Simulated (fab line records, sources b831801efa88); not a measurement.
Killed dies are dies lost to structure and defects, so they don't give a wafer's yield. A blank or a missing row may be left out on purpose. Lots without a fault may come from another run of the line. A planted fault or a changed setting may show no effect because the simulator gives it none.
Which tool did it? | flow gf180mcu | 6 lots, 18 wafers sampled, at 4 steps of a route of 602

WHAT THE GAUGES READ, wafer by wafer
GF_MVSD_TW_MEAS_11.
lot  | measured    | on            | MVSD_TW
L248 | day 4 21:10 | film_metro-04 | 1566 1568 1573
L251 | day 5 15:51 | film_metro-04 | 1564 1570 1571
L258 | day 7 18:52 | film_metro-04 | 1560 1561 1493
L260 | day 7 22:35 | film_metro-01 | 1587 1591 1584
L262 | day 8 13:41 | film_metro-04 | 1587 1579 1576
L267 | day 9 11:20 | film_metro-02 | 1580 1581 1580

WHICH TOOL RAN EACH LOT (tool, then ch and the chambers of the sampled wafers, then the start)
lot  | GF_NWELL_STRIP_10                   | GF_LVPWELL_STRIP_10                 | GF_MVSD_DEVELOP_06
L248 | plasma_asher-04 ch 0,1, day 3 18:08 | plasma_asher-02 ch 0,1, day 4 07:49 | litho_track-03 ch 0, day 4 20:00
L251 | plasma_asher-01 ch 0,1, day 4 12:31 | plasma_asher-02 ch 0,1, day 5 01:32 | litho_track-04 ch 0, day 5 15:00
L258 | plasma_asher-01 ch 0,1, day 6 11:07 | plasma_asher-02 ch 0,1, day 7 02:16 | litho_track-03 ch 0, day 7 18:00
L260 | plasma_asher-01 ch 0,1, day 6 15:08 | plasma_asher-01 ch 0,1, day 7 06:44 | litho_track-04 ch 0, day 7 22:00
L262 | plasma_asher-02 ch 0,1, day 7 05:49 | plasma_asher-03 ch 0,1, day 7 20:50 | litho_track-01 ch 0, day 8 13:00
L267 | plasma_asher-02 ch 0,1, day 8 02:40 | plasma_asher-01 ch 0,1, day 8 18:34 | litho_track-01 ch 0, day 9 10:00
- GF_NWELL_STRIP_10: strips in O2/N2.
- GF_LVPWELL_STRIP_10: strips in O2/N2.
- GF_MVSD_DEVELOP_06: develop time 60 s.

THE ANSWER, worked out from the rows above alone
Rule: what is usual is taken from the lots themselves. Put in order of their means at a reading, lots are off if they are a third of the lots or fewer, leave a main group of 4 or more, and stand apart from it by a gap of 3 or more times the standard deviation of the main group's means; of several such gaps the widest counts. A main group whose means are all the same, to the digits that the tables above print for the reading, isn't used. A lot without any number at a reading at which 4 lots or more have one is off too. The other lots that the step has rows for count as sound.
Off: L258, at GF_MVSD_TW_MEAS_11 (MVSD_TW). The main group: mean 1577, standard deviation 7.4.
A tool fits if, at a process step before that reading, it ran every lot that is off, and no sound lot after the first of them. The gauges at GF_MVSD_TW_MEAS_11 are tried like those tools. Can't be told from this: 2 tools fit, plasma_asher-02 at GF_LVPWELL_STRIP_10, litho_track-03 at GF_MVSD_DEVELOP_06.

WHAT THE SIMULATOR HAD PUT IN
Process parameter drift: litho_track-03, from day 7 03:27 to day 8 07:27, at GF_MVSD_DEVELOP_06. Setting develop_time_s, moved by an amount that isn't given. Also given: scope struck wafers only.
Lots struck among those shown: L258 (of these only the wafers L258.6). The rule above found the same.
